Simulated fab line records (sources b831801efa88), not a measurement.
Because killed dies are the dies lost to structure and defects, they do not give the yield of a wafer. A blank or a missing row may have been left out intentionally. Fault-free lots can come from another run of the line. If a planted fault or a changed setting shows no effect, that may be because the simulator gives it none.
8D (eight disciplines) problem report, filled in by code || flow sky130 || the parts of the form that need people (team, actions taken, sign-off) are left out

1. WHAT WENT WRONG
Wafers without a fault read 23.00 C, standard deviation 0.11; developer_temp_C at SKY_SONOS_ONO_DEVELOP_12 reads a mean of 23.93 C on 9 wafers belonging to 3 lots. Measured from the usual mean, that is +8.5 standard deviations.
The step: develop time 60 s.
Earliest sighting: wafer L563.1 on litho_track-04 at day 17 21:54. The record holds 39 wafers of 13 lots with a number at this step. The rule behind "out" and "out of limits": a value lying over 4 standard deviations away from the usual mean. Any other wafer with a number is counted as sound.

2. WHAT THIS IS AND IS NOT
{"question": "which readings at this step", "is": "developer_temp_C", "is not": "-"}
{"question": "which lots", "is": "L563, L565, L570", "is not": "L558, L559, L560, L564, L571, L572, L573, L574, L576, L579"}
{"question": "which wafers of those lots", "is": "all that have a number", "is not": "-"}
{"question": "read on which tools", "is": "litho_track-04", "is not": "litho_track-02, litho_track-03"}
{"question": "when", "is": "from day 17 21:54", "is not": "up to then (12 sound wafers); but 18 sound wafers of L571, L572, L573, L574, L576, L579 came after"}

3. THE SUSPECTS, EACH WITH WHAT RULES IT OUT
Counting: a tool stays on the suspect list if, at a process step up to the reading, it processed all lots that are out and no sound lot following the first of them.
- litho_track-04 at SKY_SONOS_ONO_DEVELOP_12 (develop time 60 s): kept. Every lot that is out went through it, starting with L563 (day 17 21:54), and after that it ran no sound lot; the last sound lot it ran before then is L560 (day 13 13:18). Its own readings are out on those wafers: developer_temp_C.
Left after counting: litho_track-04 at SKY_SONOS_ONO_DEVELOP_12.

4. THE CAUSE (what the simulator had put in)
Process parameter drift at SKY_SONOS_ONO_DEVELOP_12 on litho_track-04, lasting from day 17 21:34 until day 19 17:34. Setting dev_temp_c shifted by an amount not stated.
The count eliminated every tool but this one.

5. SEQUENCE OF EFFECTS, ordered by route
Each row: a reading where the mean over the struck wafers with a number is more than 3 standard deviations away from the usual. Only readings for which the record gives a usual standard deviation are gone through. hours: the time from each lot's start at the first step in this table that gives one to its start at this step, as a median over the lots. sigmas: the change in usual standard deviations.
{"hours": 0, "step": "SKY_SONOS_ONO_DEVELOP_12", "reading": "developer_temp_C", "usual": "23.00 C", "on struck wafers": 23.93, "change": "+0.93", "sigmas": "+8.5"}
Its process steps:
- SKY_SONOS_ONO_DEVELOP_12: develop time 60 s.
Later steps that measure or inspect, where all struck wafers having a row at the step show a number for every such reading and not one has moved that far: SKY_LDD_HVP_TW_MEAS_10.

6. WHAT WOULD HAVE CAUGHT IT SOONER
The fault began at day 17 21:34; the first out-of-limits reading in this record came at day 17 21:54, 0 hours later.
